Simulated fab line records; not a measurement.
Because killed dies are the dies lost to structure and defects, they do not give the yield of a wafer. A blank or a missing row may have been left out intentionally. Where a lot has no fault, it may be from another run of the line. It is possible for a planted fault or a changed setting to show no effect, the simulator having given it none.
fab line records    flow gf180mcu
record lots=11  wafers=33  last-day=34
route steps=602 shown HV_LDD@185 V2@404 M3@425
lots that met no fault: from a run of the same line without faults
start-h: hours from the record's opening day to when the first of the lot's shown wafers began    wait-h: hours from the lot's prior step to this one    " unchanged from the row above    L1.1+2: several wafers, shown together as one row    - no value, or no start was given    * or withheld: withheld    < > ~ a bound
route shown NAME@n: names a module that has steps shown in the file, with the first one's number in the route    usual: the fault-free wafers' mean and standard deviation    same: alike in all rows    chamber/n: place in a boat    sites: the reading at each site    _std_site: the values' standard deviation    _edge_site: the outer-site mean with the inner-site mean subtracted    radius-mm: how far each site lies from the wafer's centre    mask NAME#n: copy n    behind: the last tool/chamber to shape the wafer    hold: why the lot was held/for how many hours/how that ended    device: the transistor (n, p or np) that didn't switch    end of line: the tests these same wafers got at the end of their route    a step given without rows: its recipe and nothing more    killed: dies that structure and defects cost at the first sort, which is not the same as the wafer's yield    map: shows each die of a wafer: x if killed, . if not, _ if none is there
set.NAME: setting as actually run; set.NAME@STEP: the setting as run at that earlier step    model.NAME: the simulator's own value behind a step, which no gauge read
the route's steps for a sample of lots (tables are steps, rows are wafers)
services: when a tool's chamber went out of use (start-h, in hours from the record's first day, below 0 if earlier), for how many hours, and the reason
## steps
# step GF_HV_LDD_IMPLANT_09
# recipe species=As  energy-kev=40  dose-cm2=1e+14  tilt-deg=7
# usual dose-ions-cm2=9.999e+13/1.2e+11  end-station-pressure-torr=5.4e-06/2.9e-07  faraday-current-uA=564/12
lot.wafer  tool          chamber  start-h  wait-h  dose-ions-cm2  end-station-pressure-torr  faraday-current-uA
L724.2     implanter-01  0        227.90   0.0     9.994e+13      5.62e-06                   556
L724.3     "             0        "        "       1.0002e+14     5.6e-06                    557
L724.6     "             0        "        "       9.991e+13      6.04e-06                   551
L725.2     implanter-01  0        238.55   0.0     1.0005e+14     5.81e-06                   545
L725.4     "             0        "        "       1.0019e+14     5.55e-06                   568
L725.6     "             0        "        "       1.0018e+14     5.62e-06                   577
L728.3     implanter-01  0        254.80   0.1     1e+14          5.32e-06                   585
L728.4     "             0        "        "       9.991e+13      5.56e-06                   558
L728.5     "             0        "        "       1.0006e+14     4.98e-06                   563
L729.2     implanter-02  0        263.58   0.0     9.992e+13      4.78e-06                   557
L729.5     "             0        "        "       1.0016e+14     5.49e-06                   572
L729.6     "             0        "        "       9.999e+13      5.53e-06                   552
L730.1     implanter-01  0        275.35   0.0     1e+14          5.31e-06                   581
L730.2     "             0        "        "       9.981e+13      5.25e-06                   577
L730.5     "             0        "        "       1e+14          5.21e-06                   552
L732.1     implanter-01  0        289.29   0.0     9.996e+13      5.05e-06                   580
L732.2     "             0        "        "       1e+14          5.12e-06                   586
L732.4     "             0        "        "       1e+14          5.23e-06                   583
L739.2     implanter-01  0        340.64   0.0     1.024e+13      5.37e-06                   56
L739.3     "             0        "        "       1.022e+13      4.8e-06                    57
L739.5     "             0        "        "       1.018e+13      4.85e-06                   57
L740.3     implanter-01  0        348.82   0.1     9.85e+12       4.94e-06                   56
L740.5     "             0        "        "       9.85e+12       4.77e-06                   57
L740.6     "             0        "        "       9.83e+12       5.22e-06                   54
L741.3     implanter-04  0        361.05   0.1     9.99e+13       5.76e-06                   540
L741.4     "             0        "        "       9.997e+13      5.09e-06                   572
L741.6     "             0        "        "       9.985e+13      4.79e-06                   558
L744.1     implanter-04  0        386.84   0.0     1.0013e+14     4.85e-06                   570
L744.4     "             0        "        "       1.0025e+14     5.99e-06                   583
L744.6     "             0        "        "       1.0012e+14     5.51e-06                   552
L745.3     implanter-04  0        396.04   0.1     9.98e+13       5.33e-06                   566
L745.4     "             0        "        "       9.993e+13      5.24e-06                   573
L745.6     "             0        "        "       9.995e+13      5.5e-06                    555
# step GF_HV_LDD_TW_MEAS_11
# usual HV_LDD_TW=2432/14
lot.wafer  tool           chamber  start-h  wait-h  HV_LDD_TW
L724.2     film-metro-04  -        228.13   0.1     2448
L724.3     "              -        "        "       2448
L724.6     "              -        "        "       2453
L725.2     film-metro-04  -        238.78   0.1     2447
L725.4     "              -        "        "       2454
L725.6     "              -        "        "       2454
L728.3     film-metro-02  -        255.02   0.1     2422
L728.4     "              -        "        "       2420
L728.5     "              -        "        "       2428
L729.2     film-metro-02  -        263.81   0.1     2426
L729.5     "              -        "        "       2422
L729.6     "              -        "        "       2432
L730.1     film-metro-04  -        275.60   0.1     2432
L730.2     "              -        "        "       2435
L730.5     "              -        "        "       2432
L732.1     film-metro-04  -        289.54   0.1     2452
L732.2     "              -        "        "       2451
L732.4     "              -        "        "       2438
L739.2     film-metro-04  -        340.88   0.1     1214
L739.3     "              -        "        "       1216
L739.5     "              -        "        "       1241
L740.3     film-metro-04  -        349.04   0.1     1229
L740.5     "              -        "        "       1204
L740.6     "              -        "        "       1223
L741.3     film-metro-04  -        361.27   0.1     2431
L741.4     "              -        "        "       2439
L741.6     "              -        "        "       2434
L744.1     film-metro-01  -        387.09   0.1     2449
L744.4     "              -        "        "       2441
L744.6     "              -        "        "       2431
L745.3     film-metro-02  -        396.26   0.1     2429
L745.4     "              -        "        "       2420
L745.6     "              -        "        "       2418
# step GF_HV_LDD_RS_MEAS_53
# recipe thk-meas-gauge=four-point-probe
# usual HV_LDD_RS=418.3/0.98
lot.wafer  tool           chamber  start-h  wait-h  HV_LDD_RS[ohm/sq]
L724.2     film-metro-04  -        285.62   0.1     419.1
L724.3     "              -        "        "       419.1
L724.6     "              -        "        "       418.0
L725.2     film-metro-02  -        297.50   0.1     417.8
L725.4     "              -        "        "       416.7
L725.6     "              -        "        "       415.8
L728.3     film-metro-04  -        315.39   0.1     419.0
L728.4     "              -        "        "       418.5
L728.5     "              -        "        "       418.2
L729.2     film-metro-01  -        324.74   0.1     419.7
L729.5     "              -        "        "       418.7
L729.6     "              -        "        "       418.9
L730.1     film-metro-01  -        336.97   0.1     421.0
L730.2     "              -        "        "       419.6
L730.5     "              -        "        "       419.8
L732.1     film-metro-02  -        353.92   0.1     417.9
L732.2     "              -        "        "       417.5
L732.4     "              -        "        "       417.9
L739.2     film-metro-01  -        408.84   0.1     763.3
L739.3     "              -        "        "       764.7
L739.5     "              -        "        "       760.4
L740.3     film-metro-01  -        415.21   0.1     761.5
L740.5     "              -        "        "       766.1
L740.6     "              -        "        "       762.5
L741.3     film-metro-01  -        427.59   0.1     419.4
L741.4     "              -        "        "       416.6
L741.6     "              -        "        "       418.7
L744.1     film-metro-02  -        456.62   0.1     419.5
L744.4     "              -        "        "       418.9
L744.6     "              -        "        "       419.0
L745.3     film-metro-02  -        466.47   0.1     417.9
L745.4     "              -        "        "       416.9
L745.6     "              -        "        "       416.5
# step GF_V2_SPUTTER_22
# recipe material=TiN  target-thk-nm=10  chamber-pressure-pa=5  power-w=4000  time-s=40
# usual throttle-valve-pct=30.5/0.85
# same time-s=40
lot.wafer  tool            chamber  start-h  wait-h  throttle-valve-pct
L724.2     pvd-sputter-04  -        476.74   0.0     30.0
L724.3     "               -        "        "       30.0
L724.6     "               -        "        "       29.7
L725.2     pvd-sputter-01  -        490.27   0.0     31.6
L725.4     "               -        "        "       30.9
L725.6     "               -        "        "       30.4
L728.3     pvd-sputter-01  -        512.22   0.0     29.4
L728.4     "               -        "        "       31.6
L728.5     "               -        "        "       31.1
L729.2     pvd-sputter-04  -        516.27   0.0     30.4
L729.5     "               -        "        "       29.9
L729.6     "               -        "        "       30.8
L730.1     pvd-sputter-03  -        535.02   0.0     30.0
L730.2     "               -        "        "       29.8
L730.5     "               -        "        "       30.0
L732.1     pvd-sputter-04  -        550.84   0.0     30.9
L732.2     "               -        "        "       30.6
L732.4     "               -        "        "       29.9
L739.2     pvd-sputter-04  -        606.27   0.0     30.2
L739.3     "               -        "        "       30.0
L739.5     "               -        "        "       30.8
L740.3     pvd-sputter-01  -        611.14   0.0     29.6
L740.5     "               -        "        "       29.4
L740.6     "               -        "        "       31.3
L741.3     pvd-sputter-01  -        622.36   0.0     29.6
L741.4     "               -        "        "       31.3
L741.6     "               -        "        "       31.0
L744.1     pvd-sputter-03  -        644.40   0.0     29.3
L744.4     "               -        "        "       30.1
L744.6     "               -        "        "       31.0
L745.3     pvd-sputter-03  -        654.46   0.0     29.7
L745.4     "               -        "        "       30.8
L745.6     "               -        "        "       32.2
# step GF_M3_METAL_ETCH_16
# recipe chemistry=Cl2/BCl3  mask-material=KrF  target-depth-nm=750.8  stop-on=SiO2  pressure-mtorr=8  icp-w=800  bias-w=140  Cl2_flow_sccm=80  bcl3-flow-sccm=40  time-s=125.1
# usual drypump-motor-current-A=5.8/0.4  he-backside-leak-sccm=3.4/0.34  mfc-cl2-sccm=80.02/0.22  oes-product-au=0.988/0.006  throttle-valve-pct=28.233/0.0094
# same time-s=125.1
lot.wafer  tool          chamber  start-h  wait-h  drypump-motor-current-A  he-backside-leak-sccm  mfc-cl2-sccm  oes-product-au  rf-hours-counter-h  throttle-valve-pct
L724.2     rie-metal-02  0        501.62   0.0     5.8                      3.3                    79.78         0.995           11                  28.236
L724.3     "             0        "        "       5.7                      3.4                    79.63         1.000           -                   28.215
L724.6     "             0        "        "       5.7                      3.4                    79.72         0.986           -                   28.243
L725.2     rie-metal-01  1        514.34   0.1     5.2                      3.4                    79.93         0.981           -                   28.232
L725.4     "             1        "        "       5.2                      3.6                    79.93         0.986           -                   28.238
L725.6     "             1        "        "       5.2                      3.4                    80.07         0.988           -                   28.236
L728.3     rie-metal-04  0        536.58   0.1     6.3                      3.5                    80.14         0.989           -                   28.222
L728.4     "             1        "        "       5.4                      3.0                    80.21         0.988           -                   28.227
L728.5     "             0        "        "       6.3                      3.3                    80.15         0.994           -                   28.229
L729.2     rie-metal-04  1        540.02   0.0     5.4                      2.9                    80.01         0.993           1                   28.232
L729.5     "             1        "        "       5.4                      3.1                    80.11         0.987           -                   28.232
L729.6     "             0        "        "       6.3                      3.5                    80.18         0.987           -                   28.253
L730.1     rie-metal-04  0        558.17   0.0     6.3                      3.7                    80.11         0.982           11                  28.231
L730.2     "             0        "        "       6.3                      3.5                    80.04         0.992           -                   28.233
L730.5     "             0        "        "       6.3                      3.5                    79.94         0.991           -                   28.232
L732.1     rie-metal-02  1        573.32   0.0     5.8                      2.9                    80.18         0.988           6                   28.217
L732.2     "             0        "        "       5.7                      3.2                    79.83         0.993           13                  28.239
L732.4     "             1        "        "       5.7                      3.2                    80.22         0.984           -                   28.237
L739.2     rie-metal-01  1        627.90   0.0     5.2                      3.4                    79.86         0.994           2                   28.247
L739.3     "             1        "        "       5.2                      3.4                    80.36         0.987           -                   28.241
L739.5     "             0        "        "       5.6                      3.4                    80.15         0.986           -                   28.243
L740.3     rie-metal-01  0        632.51   0.1     5.7                      3.6                    80.17         0.980           -                   28.236
L740.5     "             1        "        "       5.2                      3.5                    80.43         0.987           -                   28.228
L740.6     "             0        "        "       5.7                      3.6                    80.06         0.991           -                   28.220
L741.3     rie-metal-04  0        642.96   0.1     6.3                      3.6                    80.14         0.996           -                   28.230
L741.4     "             1        "        "       5.4                      3.0                    80.02         0.989           -                   28.232
L741.6     "             1        "        "       5.4                      3.0                    79.50         0.984           -                   28.229
L744.1     rie-metal-02  0        664.64   0.0     5.7                      3.2                    80.08         0.987           0                   28.223
L744.4     "             1        "        "       5.8                      3.1                    79.66         0.983           -                   28.248
L744.6     "             0        "        "       5.7                      3.2                    80.13         0.994           -                   28.231
L745.3     rie-metal-04  0        674.89   0.1     6.3                      3.8                    80.23         0.998           -                   28.227
L745.4     "             1        "        "       5.4                      3.0                    79.83         0.989           -                   28.229
L745.6     "             1        "        "       5.4                      2.9                    79.97         0.979           -                   28.220
# step GF_M3_STRIP_17
# recipe chemistry=O2/N2  power-w=1400  pressure-mtorr=1500  platen-temp-c=250  o2-flow-sccm=3000  n2-flow-sccm=300  overash-fraction=0.5
# usual drypump-motor-current-A=6.0/0.42  heater-power-w=337/17  oes-product-au=0.539/0.0048  platen-temp-c=250.02/0.17  strip-time-to-endpoint-s=7.41/0.042
# same overash-fraction=0.5
lot.wafer  tool             chamber  start-h  wait-h  drypump-motor-current-A  heater-power-w  oes-product-au  platen-temp-c  rf-hours-counter-h  strip-time-to-endpoint-s
L724.2     plasma-asher-02  1        501.75   0.1     6.3                      361             0.537           249.92         37                  7.33
L724.3     "                0        "        "       6.7                      318             0.540           250.16         -                   7.31
L724.6     "                1        "        "       6.3                      348             0.535           250.05         -                   7.32
L725.2     plasma-asher-01  0        514.55   0.2     6.4                      320             0.536           249.63         10                  7.40
L725.4     "                0        "        "       6.4                      320             0.547           249.98         -                   7.46
L725.6     "                1        "        "       5.6                      318             0.537           250.22         -                   7.40
L728.3     plasma-asher-01  0        536.70   0.1     6.4                      324             0.544           250.14         -                   7.40
L728.4     "                1        "        "       5.6                      315             0.537           250.23         -                   7.37
L728.5     "                1        "        "       5.6                      302             0.541           249.96         -                   7.42
L729.2     plasma-asher-04  0        540.15   0.1     5.5                      343             0.532           249.90         88                  7.40
L729.5     "                1        "        "       6.2                      364             0.530           249.91         -                   7.43
L729.6     "                0        "        "       5.5                      333             0.535           249.99         -                   7.42
L730.1     plasma-asher-01  0        558.43   0.2     6.4                      318             0.542           250.04         14                  7.46
L730.2     "                1        "        "       5.6                      313             0.538           249.92         14                  7.41
L730.5     "                1        "        "       5.6                      322             0.535           250.13         -                   7.40
L732.1     plasma-asher-04  0        573.45   0.1     5.6                      334             0.542           250.09         91                  7.45
L732.2     "                1        "        "       6.2                      352             0.543           249.89         91                  7.39
L732.4     "                1        "        "       6.2                      357             0.532           249.73         -                   7.43
L739.2     plasma-asher-04  1        628.02   0.1     6.2                      356             0.539           249.58         96                  7.42
L739.3     "                0        "        "       5.5                      326             0.540           249.98         -                   7.39
L739.5     "                0        "        "       5.5                      335             0.539           250.00         -                   7.39
L740.3     plasma-asher-04  1        632.63   0.1     6.2                      369             0.526           250.16         -                   7.39
L740.5     "                0        "        "       5.5                      341             0.543           250.17         -                   7.39
L740.6     "                1        "        "       6.2                      361             0.537           250.03         -                   7.39
L741.3     plasma-asher-04  1        643.08   0.1     6.2                      363             0.542           250.35         -                   7.38
L741.4     "                0        "        "       5.5                      334             0.539           249.86         -                   7.39
L741.6     "                0        "        "       5.5                      343             0.540           249.76         -                   7.38
L744.1     plasma-asher-02  1        664.77   0.1     6.3                      360             0.542           249.66         56                  7.46
L744.4     "                0        "        "       6.7                      324             0.543           249.88         -                   7.46
L744.6     "                0        "        "       6.8                      318             0.535           249.91         -                   7.45
L745.3     plasma-asher-04  1        675.01   0.1     6.2                      364             0.541           249.89         -                   7.36
L745.4     "                0        "        "       5.6                      338             0.540           250.22         -                   7.37
L745.6     "                0        "        "       5.6                      347             0.531           250.50         -                   7.34
## services
tool             chamber  start-h  hours  kind
plasma-asher-01  -        235.82   14.0   repair
rie-metal-04     -        266.12   1.3    repair
pvd-sputter-03   -        278.44   1.1    repair
rie-metal-04     -        302.79   1.7    repair
implanter-04     -        316.81   6.3    pm
rie-metal-02     -        317.96   1.4    pm
implanter-01     -        342.03   1.3    repair
rie-metal-01     -        365.36   2.8    pm
implanter-04     -        382.40   4.3    repair
implanter-01     -        391.78   13.1   pm
rie-metal-01     -        393.12   1.4    pm
pvd-sputter-01   -        397.91   6.1    repair
implanter-01     -        404.89   4.7    pm
rie-metal-04     1        483.28   49.3   repair
plasma-asher-04  -        488.32   12.6   repair
plasma-asher-04  -        492.18   4.0    repair
implanter-01     -        509.30   2.8    pm
rie-metal-04     -        515.40   1.4    pm
rie-metal-04     1        555.29   29.8   repair
rie-metal-04     -        559.86   0.2    repair
rie-metal-04     -        562.67   2.8    pm
pvd-sputter-04   -        615.04   2.4    repair
pvd-sputter-01   -        652.05   24.1   repair
implanter-01     -        659.36   1.1    repair
## key
first-sign step=GF_HV_LDD_IMPLANT_09  reading=dose-ions-cm2  direction=down  sigmas=99+  usual=9.999e+13  struck=1.003e+13
effect step=GF_HV_LDD_IMPLANT_09  reading=faraday-current-uA  direction=down  sigmas=42  usual=564  struck=56
effect step=GF_HV_LDD_TW_MEAS_11  reading=HV_LDD_TW  direction=down  sigmas=84  usual=2432  struck=1221
effect step=GF_HV_LDD_RS_MEAS_53  reading=HV_LDD_RS  direction=up  sigmas=99+  usual=418.3  struck=763.1
met-at GF_HV_LDD_IMPLANT_09
struck-lots L739,L740
tester-left-out L739,L740
not-acting-at GF_V2_SPUTTER_22,GF_M3_METAL_ETCH_16,GF_M3_STRIP_17
onset-between 289.29 340.64
fault kind=process-parameter-drift  tool=implanter-01  chamber=-  onset-h=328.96  steps=GF_HV_LDD_IMPLANT_09  channel=dose-cm2  offset=-9e+13  shape=step  end-h=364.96  acts-in=these-recipes-only  stated=1e+14
# tester-left-out: of these lots the tester's yield and bins aren't shown, on N5 and GAA mostly nor the transistor test; their killed dies are dies lost to structure and defects alone, not to doping, threshold or leakage, so they don't give the yield
